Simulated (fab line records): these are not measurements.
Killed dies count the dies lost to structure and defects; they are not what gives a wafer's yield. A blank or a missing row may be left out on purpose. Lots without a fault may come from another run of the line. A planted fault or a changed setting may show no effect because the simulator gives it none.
Comparing a struck lot with a sound one	flow gf180mcu	24 out of 602 route steps
Sound: wafers L926.3, L926.4, L926.6. Wafers struck: L935.3, L935.4, L935.5. The cause comes at the end.
At each step with rows: each side's tool, then ch and its chambers, then its first start. Under that, the readings that differ: sound wafers	struck wafers	difference of the means	sigmas: that difference in standard deviations of wafers without a fault.
alike: readings with means less than 2 such deviations apart, plus words and numbers identical on both sides. not compared: withheld readings, readings lacking a value on some wafer, bounds such as >300 that could conceal the same value, and numbers that have no deviation in the record and whose values overlap.
The two part at a step that has a row with sigmas, a row that says differs or no value, or rows on one side only. When numbers do not overlap yet have no deviation, they are printed without sigmas and do not part them. A reading that every wafer of one side lacks parts them only if that side has two wafers or more.

GF_PSD_OVL_MEAS_08:
  sound on overlay-01, day 18 09:18; struck on overlay-02, day 22 06:38
  alike: PSD_OVL
then, 1 step without rows for these wafers: GF_PSD_IMPLANT_09.
GF_PSD_STRIP_10: strips in O2/N2.
  sound on plasma asher-01 ch 0,1, day 18 09:31; struck on plasma asher-03 ch 0,1, day 22 06:50
reading	sound	struck	difference	sigmas
strip time to endpoint s (s)	16.52 16.53 16.51	16.55 16.64 16.58	+0.07	+2
  alike: drypump motor current A, heater power w, oes product au
  not compared: rf hours counter h
GF_PSD_TW_MEAS_11:
  sound on film metro-04, day 18 09:36; struck on film metro-01, day 22 06:56
  alike: PSD_TW
then, 1 step without rows for these wafers: GF_PSD_CLEAN_12 (cleans in SC1/SC2, time 150 s).
GF_PSD_RTA_13: time 20 s.
  sound on rtp anneal-01 ch 0, day 18 09:43; struck on rtp anneal-02 ch 0, day 22 07:03
  alike: anneal temp c max, lamp power pct, wafer_temp_C_max
GF_PSD_RS_MEAS_14: uses a four-point probe to measure.
  sound on film metro-04, day 18 09:49; struck on film metro-04, day 22 07:09
  alike: NSD_RS
GF_PSD_RS_MEAS_15: uses a four-point probe to measure.
  sound on film metro-04, day 18 09:56; struck on film metro-04, day 22 07:16
  alike: PSD_RS
GF_SAB_CVD_00: deposits SiO2 from TEOS, target thk 50 nm, time 4.9302 s.
  sound on pecvd-04 ch 1,2, day 18 10:01; struck on pecvd-04 ch 0,2, day 22 07:21
  alike: heater power w
GF_SAB_THK_MEAS_01:
  sound on film metro-01, day 18 10:04; struck on film metro-02, day 22 07:23
  alike: SAB_CVD_00_THK
then, 2 steps without rows for these wafers: GF_SAB_DEHYDRATE_02 (time 60 s); GF_SAB_HMDS_03 (prime time 60 s).
GF_SAB_COAT_04: resist thk 1000 nm.
  sound on litho track-04 ch 0, day 18 22:42; struck on litho track-01 ch 0, day 22 18:10
reading	sound	struck	difference	sigmas
spin speed rpm (rpm)	3004.2 3001.2 2999.2	3155.9 3152.2 3154.1	+152.5	+80
model.NOVOLAK_of_SAB_COAT_04.thk nm (nm)	1001 1002 1003	969.6 970.8 972.5	-31.0	
  alike: dispense pressure kPa
then, 4 steps without rows for these wafers: GF_SAB_SOFTBAKE_05 (time 60 s); GF_SAB_EXPOSE_06 (exposes mask SAB, target cd 420 nm); GF_SAB_PEB_07; GF_SAB_DEVELOP_08 (develop time 60 s).
GF_SAB_CD_MEAS_09: target cd 420 nm.
  sound on cd sem-01, day 19 09:49; struck on cd sem-01, day 23 06:17
  alike: cd nm
GF_SAB_OVL_MEAS_10:
  sound on overlay-01, day 19 09:54; struck on overlay-01, day 23 06:23
  alike: SAB_OVL
GF_SAB_ETCH_11: etches SiO2 in C4F8/O2/Ar, target depth 55 nm, time 8.5 s.
  sound on rie diel-03 ch 0,2, day 19 09:56; struck on rie diel-03 ch 0,2, day 23 06:25
reading	sound	struck	difference	sigmas
model.NOVOLAK_of_SAB_COAT_04.thk nm (nm)	990.2 990.4 991.9	958 959.9 960.9	-31	
  alike: oes product au
  not compared: rf hours counter h
then, 1 step without rows for these wafers: GF_SAB_WET_ETCH_12 (etches SiO2 in dHF, target depth 22 nm, time 440 s).
GF_SAB_STRIP_13: strips in O2/N2.
  sound on plasma asher-03 ch 0,1, day 19 10:07; struck on plasma asher-03 ch 0,1, day 23 06:46
reading	sound	struck	difference	sigmas
strip time to endpoint s (s)	12.63 12.63 12.64	12.26 12.27 12.29	-0.36	-11
  alike: drypump motor current A, heater power w, oes product au
  not compared: rf hours counter h
then, 2 steps without rows for these wafers: GF_SALICIDE_CLEAN_00 (cleans in SC1/SC2, time 150 s); GF_PASSIVATION_PROBE_99.

== WHERE THEY PART ==
Earliest at GF_PSD_STRIP_10; latest, in this record, at GF_SAB_STRIP_13.

WHY: what the simulator had put in
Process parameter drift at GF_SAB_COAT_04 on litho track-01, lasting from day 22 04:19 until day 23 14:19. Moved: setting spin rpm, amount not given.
